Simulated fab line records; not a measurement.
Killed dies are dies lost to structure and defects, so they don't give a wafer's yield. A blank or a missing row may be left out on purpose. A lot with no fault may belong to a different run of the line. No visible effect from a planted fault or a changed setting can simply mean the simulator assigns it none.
Code-filled problem report in 8D (eight disciplines) form / flow sfq-line / the parts of the form that need people (team, actions taken, sign-off) are left out

## 1. WHAT IS WRONG
At SFQ_TRILAYER_I3_VIA_ETCH_VIA_ETCH_088, oes-product-au averages 0.377 a.u. over 9 wafers from 3 lots, while fault-free wafers read 0.855 a.u., standard deviation 0.005. That is -96 standard deviations from the usual mean.
The step: etches SiO2 in CHF3, stops on Nb, target depth 260 nm.
Seen first at day 40 02:07 on rie-diel-01, wafer L968.3. Wafers with a number at this step in the record: 45, from 15 lots. Rule for "out" (also "out of limits"): further than 4 standard deviations from the usual mean. The rest of the wafers with a number are treated as sound.

## 2. WHAT THIS IS AND IS NOT
question=which readings at this step | is=oes-product-au | is not=bias-w, chamber-pressure-mTorr, drypump-motor-current-A
question=which lots | is=L968, L969, L970 | is not=L952, L953, L954, L955, L956, L958, L959, L960, L961, L963, L967, L975
question=which wafers of those lots | is=all that have a number | is not=-
question=read on which tools | is=rie-diel-01 | is not=rie-diel-02, rie-diel-03
question=when | is=from day 40 02:07 | is not=up to then (33 sound wafers); but 3 sound wafers of L975 came after

## 3. THE SUSPECTS, EACH WITH WHAT RULES IT OUT
Counting: a tool at any process step up to the reading remains a suspect when it ran all the lots that are out and ran no sound lot after the first of those.
- rie-diel-01 at SFQ_TRILAYER_I3_VIA_BARC_OPEN_VIA_ETCH_121 (etches BARC in O2, target depth 125 nm, time 41.7 s): kept. Every lot that is out went through it, starting with L968 (day 40 02:05), and after that it ran no sound lot; the last sound lot it ran before then is L967 (day 39 13:20).
- rie-diel-01 at SFQ_TRILAYER_I3_VIA_ETCH_VIA_ETCH_088 (etches SiO2 in CHF3, stops on Nb, target depth 260 nm): kept. Every lot that is out went through it, starting with L968 (day 40 02:07), and after that it ran no sound lot; the last sound lot it ran before then is L967 (day 39 13:23). On those wafers its own readings are out: oes-product-au.
What counting leaves: rie-diel-01 at SFQ_TRILAYER_I3_VIA_BARC_OPEN_VIA_ETCH_121 and rie-diel-01 at SFQ_TRILAYER_I3_VIA_ETCH_VIA_ETCH_088.

## 4. THE CAUSE (what the simulator had put in)
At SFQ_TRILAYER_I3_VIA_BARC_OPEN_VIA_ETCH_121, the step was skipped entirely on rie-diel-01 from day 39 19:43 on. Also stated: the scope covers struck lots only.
Counting leaves 2 suspects; this tool is one of them.

## 5. THE EFFECT CHAIN, in route order
One row per reading whose mean, taken over the struck wafers that have a number, lies over 3 standard deviations from the usual. Readings are gone through only where the record gives a usual standard deviation; hours: the median, over the lots, of the time from a lot's start at the first step in this table giving one to that lot's start at this step; sigmas: the change measured in usual standard deviations.
hours=0; step=SFQ_TRILAYER_I3_VIA_ETCH_VIA_ETCH_088; reading=oes-product-au; usual=0.855 a.u.; on struck wafers=0.377; change=-0.478; sigmas=-96
Here are the process steps it includes:
- SFQ_TRILAYER_I3_VIA_ETCH_VIA_ETCH_088: etches SiO2 in CHF3, stops on Nb, target depth 260 nm.
Readings that are blank on the struck wafers while sound wafers have them: bias-w at SFQ_TRILAYER_I3_VIA_BARC_OPEN_VIA_ETCH_121; chamber-pressure-mTorr at SFQ_TRILAYER_I3_VIA_BARC_OPEN_VIA_ETCH_121; drypump-motor-current-A at SFQ_TRILAYER_I3_VIA_BARC_OPEN_VIA_ETCH_121; oes-product-au at SFQ_TRILAYER_I3_VIA_BARC_OPEN_VIA_ETCH_121; exposure-dose-mJ-cm2 at SFQ_TRILAYER_M4_LITHO_EXPOSE_094; focus-offset-nm at SFQ_TRILAYER_M4_LITHO_EXPOSE_094; reticle-temp-C at SFQ_TRILAYER_M4_LITHO_EXPOSE_094.

## 6. HOW IT WOULD HAVE BEEN CAUGHT EARLIER
First out-of-limits reading in this record: day 40 02:07, which is 6 hours after fault onset at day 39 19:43.
At SFQ_TRILAYER_I3_VIA_BARC_OPEN_VIA_ETCH_121 the tool's readings are blank on the struck wafers, where sound wafers have them: an empty tool record is the first sign, and it was there at once.
Among the 3 lots that are out, L969, L970 began SFQ_TRILAYER_I3_VIA_BARC_OPEN_VIA_ETCH_121 on rie-diel-01 after day 40 02:07. A hold on the tool at that time would have spared those 2.
